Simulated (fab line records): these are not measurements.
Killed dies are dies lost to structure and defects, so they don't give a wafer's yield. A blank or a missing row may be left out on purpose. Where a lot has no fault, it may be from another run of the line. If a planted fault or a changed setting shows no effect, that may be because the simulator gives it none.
A struck lot beside a sound one -- flow sky130 -- 15 steps out of a route of 708
Sound: these wafers, L966.2, L966.3, L966.5. The struck wafers were L972.3, L972.5, L972.6. The cause is named last.
Each step with rows lists, per side, the tool, then ch with its chambers, then its first start. Under that, the readings that differ: sound wafers -- struck wafers -- difference of the means -- sigmas: that difference in standard deviations of wafers without a fault.
alike: a reading whose means differ by less than 2 such deviations, as well as words and numbers matching on both sides. not compared: withheld readings; readings where some wafer has no value; bounds like >300 that might hide an equal value; numbers whose values overlap and for which the record gives no deviation.
A row with sigmas, a row that says differs or no value, or rows on one side alone: a step with any of these is where the two part. Numbers that don't overlap but have no deviation are shown without sigmas and don't part them. A reading missing from all wafers of one side parts the sides only when that side holds two or more wafers.

SKY_VT_ADJUST_LVTN_OVL_MEAS_07:
  sound on overlay-01, day 6 15:50; struck on overlay-01, day 8 09:41
  alike: VT_ADJUST_LVTN_OVL
after that, 1 step had no rows for these wafers: SKY_VT_ADJUST_LVTN_IMPLANT_08.
SKY_VT_ADJUST_LVTN_STRIP_09: strips in O2/N2.
  sound on plasma_asher-02 ch 0,1, day 6 16:01; struck on plasma_asher-02 ch 0,1, day 8 09:53
  alike: drypump_motor_current_A, oes_product_au, strip_time_to_endpoint_s
  not compared: rf_hours_counter_h
SKY_VT_ADJUST_LVTN_TW_MEAS_10:
  sound on film_metro-02, day 6 16:07; struck on film_metro-02, day 8 09:58
  alike: VT_ADJUST_LVTN_TW
then, 7 steps without rows for these wafers: SKY_VT_ADJUST_LVTN_DEHYDRATE_11 (time 60 s); SKY_VT_ADJUST_LVTN_HMDS_12 (prime time 60 s); SKY_VT_ADJUST_LVTN_COAT_13 (resist thk 1140 nm); SKY_VT_ADJUST_LVTN_SOFTBAKE_14 (time 60 s); SKY_VT_ADJUST_LVTN_EXPOSE_15 (exposes mask HVN STD DERIVED, target cd 600 nm); SKY_VT_ADJUST_LVTN_PEB_16; SKY_VT_ADJUST_LVTN_DEVELOP_17 (develop time 60 s).
SKY_VT_ADJUST_LVTN_OVL_MEAS_18:
  sound on overlay-02, day 7 09:22; struck on overlay-01, day 9 06:32
  alike: VT_ADJUST_LVTN_01_OVL
SKY_VT_ADJUST_LVTN_IMPLANT_19:
  sound on implanter-02 ch 0, day 7 09:26; struck on implanter-02, day 9 06:36
  no value came back on the struck wafers for beam_energy_keV, beam_on_s (s); on the sound wafers beam_energy_keV reads 29.994 30.006 30.009
SKY_VT_ADJUST_LVTN_STRIP_20: strips in O2/N2.
  sound on plasma_asher-04 ch 0,1, day 7 09:33; struck on plasma_asher-02 ch 0,1, day 9 06:44
reading,sound,struck,difference,sigmas
strip_time_to_endpoint_s (s),14.12 14.12 14.16,14.22 14.24 14.20,+0.09,+2
  alike: drypump_motor_current_A, oes_product_au
  not compared: rf_hours_counter_h
SKY_VT_ADJUST_LVTN_TW_MEAS_21:
  sound on film_metro-01, day 7 09:40; struck on film_metro-01, day 9 06:49
reading,sound,struck,difference,sigmas
VT_ADJUST_LVTN_2_TW,189.2 187.8 189.5,30.2 30.4 30.3,-158.5,-69

== WHERE THEY PART ==
First at SKY_VT_ADJUST_LVTN_IMPLANT_19; last, within this record, at SKY_VT_ADJUST_LVTN_TW_MEAS_21.

WHY: the cause the simulator had injected
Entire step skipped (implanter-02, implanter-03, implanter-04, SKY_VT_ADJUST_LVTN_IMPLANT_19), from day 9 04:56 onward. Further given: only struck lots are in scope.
